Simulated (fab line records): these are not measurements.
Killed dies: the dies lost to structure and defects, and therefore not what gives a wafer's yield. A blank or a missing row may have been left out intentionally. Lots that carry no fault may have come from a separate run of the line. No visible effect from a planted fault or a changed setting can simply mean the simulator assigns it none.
2 desks looking at one fault	flow gf180mcu	each desk holds nothing but its own numbers, with what lay behind them at the end

== THE METROLOGY DESK ==
What the gauges read, lot by lot, whatever tool the lot ran on: means of the sampled wafers that have a number. If a lot's mean is further than 4 standard deviations from the usual mean, the lot is out of limits and carries the mark OUT (the distance appears in the brackets).
Columns: A = HV_LDD_4_TW at GF_HV_LDD_TW_MEAS_50, usual 577; B = cd nm at GF_PSD_CD_MEAS_07, usual 400.0 nm; C = PSD_TW at GF_PSD_TW_MEAS_11, usual 3175; D = NSD_RS at GF_PSD_RS_MEAS_14, usual 46.13 ohm/sq; E = PSD_RS at GF_PSD_RS_MEAS_15, usual 108.59 ohm/sq
lot	first seen here	A	B	C	D	E
L657	day 12 07:32	576	399.7	3156	46.19	108.79
L658	day 12 22:03	582	399.5	3152	46.20	108.74
L660	day 13 16:31	585	402.2	3175	46.08	108.77
L661	day 14 03:49	570	398.0	3177	46.18	108.66
L663	day 14 17:19	569	400.6	3205	48.41 (+28) OUT	120.11 (+43) OUT
L664	day 15 02:34	586	400.8	3206	48.43 (+29) OUT	120.20 (+43) OUT
L674	day 18 02:05	565	399.8	3152	45.97	108.00
L675	day 18 06:14	578	399.0	3214	46.09	108.41
L676	day 18 12:10	579	403.6	3148	46.12	108.76
L677	day 18 18:50	584	399.2	3159	46.09	108.23
L678	day 19 08:59	573	400.6	3162	46.16	108.56
L679	day 19 14:15	577	400.8	3152	46.05	108.63
L680	day 20 03:23	567	397.0	3159	46.09	108.44
This desk's result: L663, L664 out of limits, first on L663 (NSD_RS at GF_PSD_RS_MEAS_14), day 16 17:38. Within limits: L657, L658, L660, L661, L674, L675, L676, L677, L678, L679, L680.

== FOR THE TOOL OWNER'S DESK: rtp anneal-02 ==
The tool's own readings at GF_PSD_RTA_13 (time 20 s): means of the sampled wafers that have a number, for each lot that ran on this tool. If a lot's mean is further than 4 standard deviations from the usual mean, the lot is out of limits and carries the mark OUT (the distance appears in the brackets).
Columns: A = lamp power pct at GF_PSD_RTA_13, usual 32.6 %; B = wafer_temp_C_max at GF_PSD_RTA_13, usual 1031.2
lot	first seen here	A	B
L657	day 14 04:54	35.2	1029.1
L660	day 15 13:12	35.3	1029.9
L661	day 16 03:47	35.2	1030.5
L663	day 16 17:33	33.7	1011.4 (-9.9) OUT
L664	day 17 03:54	33.6	1012.0 (-9.6) OUT
L677	day 20 22:25	35.2	1030.2
This desk's verdict: out of limits on L663, L664, starting with L663 at day 16 17:33 (wafer_temp_C_max at GF_PSD_RTA_13). Within limits: L657, L660, L661, L677.

== TAKEN TOGETHER ==
The tool owner's desk had the chance to raise an alarm at day 16 17:33 on L663, L664.
Metrology desk: alarm possible at day 16 17:38 on L663, L664.
Of the lots named, all ran GF_PSD_RTA_13 on rtp anneal-02.

== WHAT THE SIMULATOR HAD PUT IN ==
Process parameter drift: rtp anneal-02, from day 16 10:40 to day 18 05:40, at GF_PSD_RTA_13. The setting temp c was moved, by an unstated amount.
Lots struck among those shown: L663, L664.
Time in hours from fault onset to the first out-of-limits reading at each desk: tool owner's desk 7, metrology desk 7.
